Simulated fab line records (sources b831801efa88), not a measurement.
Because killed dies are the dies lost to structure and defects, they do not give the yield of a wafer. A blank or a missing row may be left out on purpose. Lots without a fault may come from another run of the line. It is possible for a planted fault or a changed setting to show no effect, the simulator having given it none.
Problem report, 8D (eight disciplines) form, completed by code -- flow gf180mcu -- the parts of the form that need people (team, actions taken, sign-off) are left out

== 1. THE ISSUE ==
Wafers free of any fault read 456.5 ohm/sq (standard deviation 1) for MVSD_RS at GF_VT_IMPLANT_RS_MEAS_46, against a mean of 444.6 ohm/sq on 6 wafers of 2 lots. That is -12 standard deviations from the usual mean.
The step: measures by four-point-probe.
First observed at day 11 15:10: wafer L559.2, on film_metro-03. Wafers with a number at this step in the record: 36, from 12 lots. By rule, "out" or "out of limits" means more than 4 standard deviations away from the usual mean. Any other wafer with a number is counted as sound.

== 2. WHAT IT IS, AND WHAT IT ISN'T ==
question,is,is not
which readings at this step,MVSD_RS,-
which lots,"L559, L562","L544, L545, L548, L549, L550, L555, L558, L563, L564, L565"
which wafers of those lots,all that have a number,-
read on which gauges,"film_metro-01, film_metro-03",film_metro-04
when,from day 11 15:10,"up to then (21 sound wafers); but 9 sound wafers of L563, L564, L565 came after"

== 3. THE SUSPECTS, EACH WITH WHAT RULES IT OUT ==
Counting: a tool at any process step up to the reading remains a suspect when it ran all the lots that are out and ran no sound lot after the first of those.
- the gauge at GF_VT_IMPLANT_RS_MEAS_46 is ruled out. The wafers that are out were read on 2 gauges (film_metro-01, film_metro-03).
- implanter-02 at GF_MVSD_IMPLANT_09: kept. It ran every lot that is out, first L559 (day 8 00:47), and no sound lot after that; its last sound lot up to then is L548 (day 5 13:12). Its own readings are out on those wafers: beam_on_s, faraday_current_uA.
After counting, what remains is implanter-02 at GF_MVSD_IMPLANT_09.

== 4. THE CAUSE (what the simulator had put in) ==
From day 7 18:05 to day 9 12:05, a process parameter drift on implanter-02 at GF_MVSD_IMPLANT_09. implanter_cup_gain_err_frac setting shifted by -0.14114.
The count eliminated every tool but this one.

== 5. THE CHAIN OF EFFECTS, in route order ==
Rows list readings where the struck wafers' mean (over those with a number) sits beyond 3 standard deviations from the usual. Only readings for which the record gives a usual standard deviation are gone through. hours: the time from each lot's start at the first step in this table that gives one to its start at this step, as a median over the lots. sigmas: the change in usual standard deviations.
hours,step,reading,usual,on struck wafers,change,sigmas
0,GF_MVSD_IMPLANT_09,beam_on_s,9.99 s,11.62,+1.63,+8.2
0,GF_MVSD_IMPLANT_09,faraday_current_uA,28.2,24.2,-4.0,-7.3
88,GF_VT_IMPLANT_RS_MEAS_46,MVSD_RS,456.5 ohm/sq,444.6,-11.9,-12
It contains these process steps:
- GF_MVSD_IMPLANT_09
Later measuring or inspecting steps at which every struck wafer that the step has a row for has a number for every such reading, and none has moved that far: GF_VT_IMPLANT_RS_MEAS_47, GF_V5_THK_MEAS_01.

== 6. HOW IT WOULD HAVE BEEN CAUGHT EARLIER ==
The first out-of-limits reading at a measuring or inspecting step in this record came at day 11 15:10, 93 hours after the fault's start at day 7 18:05.
Tool's own readings at GF_MVSD_IMPLANT_09, beam_on_s, faraday_current_uA: out on all struck wafers the step has rows for; an alarm limit on them would have tripped on the first.
By day 11 15:10, every lot that is out (2) had started GF_MVSD_IMPLANT_09 on implanter-02. None of them would have been spared by holding the tool at that moment.
